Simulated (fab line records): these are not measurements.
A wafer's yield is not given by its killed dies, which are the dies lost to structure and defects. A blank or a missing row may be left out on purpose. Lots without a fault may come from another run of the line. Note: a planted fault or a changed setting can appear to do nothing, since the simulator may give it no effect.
Which of the tools did it? | flow gf180mcu | 6 lots, 18 wafers sampled, at 2 steps of a route of 602

== WHAT EACH GAUGE READ, for each wafer ==
GF_VT_IMPLANT_TW_MEAS_21.
lot  | measured     | on            | VT_IMPLANT_2_TW
L998 | day 6 17:21  | film-metro-01 | 1231 1228 1228
L101 | day 7 07:41  | film-metro-02 | 1207 1207 1209
L106 | day 8 23:45  | film-metro-01 | 1224 1229 1228
L112 | day 10 14:54 | film-metro-01 | 1236 1229 1230
L114 | day 11 03:00 | film-metro-01 | 1236 1237 1236
L117 | day 11 11:24 | film-metro-01 | 1237 30 30

== EACH LOT AND THE TOOL THAT RAN IT (in order: tool; ch and the chambers of the sampled wafers; start) ==
lot  | GF_VT_IMPLANT_DEVELOP_17
L998 | litho-track-02 ch 0, day 6 16:55
L101 | litho-track-03 ch 0, day 7 07:18
L106 | litho-track-02 ch 0, day 8 23:19
L112 | litho-track-01 ch 0, day 10 14:28
L114 | litho-track-01 ch 0, day 11 02:34
L117 | litho-track-01 ch 0, day 11 10:58
- GF_VT_IMPLANT_DEVELOP_17: develop time 60 s.

== THE ANSWER, worked out from the rows above alone ==
Rule: the lots themselves supply what counts as usual. Put in order of their means at a reading, lots are off if they are a third of the lots or fewer, leave a main group of 4 or more, and stand apart from it by a gap of 3 or more times the standard deviation of the main group's means; of several such gaps the widest counts. The tables above print the reading to a certain number of digits; a main group whose means all agree to those digits is not used. A lot without any number at a reading at which 4 lots or more have one is off too. All remaining lots with rows at the step are treated as sound.
Off: L117, at GF_VT_IMPLANT_TW_MEAS_21 (VT_IMPLANT_2_TW). The main group: mean 1226, standard deviation 9.8.
A tool fits if, at a process step before that reading, it ran every lot that is off, and no sound lot after the first of them. Those tools and the gauges at GF_VT_IMPLANT_TW_MEAS_21 are tried in the same way. 2 tools fit, litho-track-01 at GF_VT_IMPLANT_DEVELOP_17 and film-metro-01 at GF_VT_IMPLANT_TW_MEAS_21, so this cannot tell which one it is.

== WHAT THE SIMULATOR HAD PUT IN ==
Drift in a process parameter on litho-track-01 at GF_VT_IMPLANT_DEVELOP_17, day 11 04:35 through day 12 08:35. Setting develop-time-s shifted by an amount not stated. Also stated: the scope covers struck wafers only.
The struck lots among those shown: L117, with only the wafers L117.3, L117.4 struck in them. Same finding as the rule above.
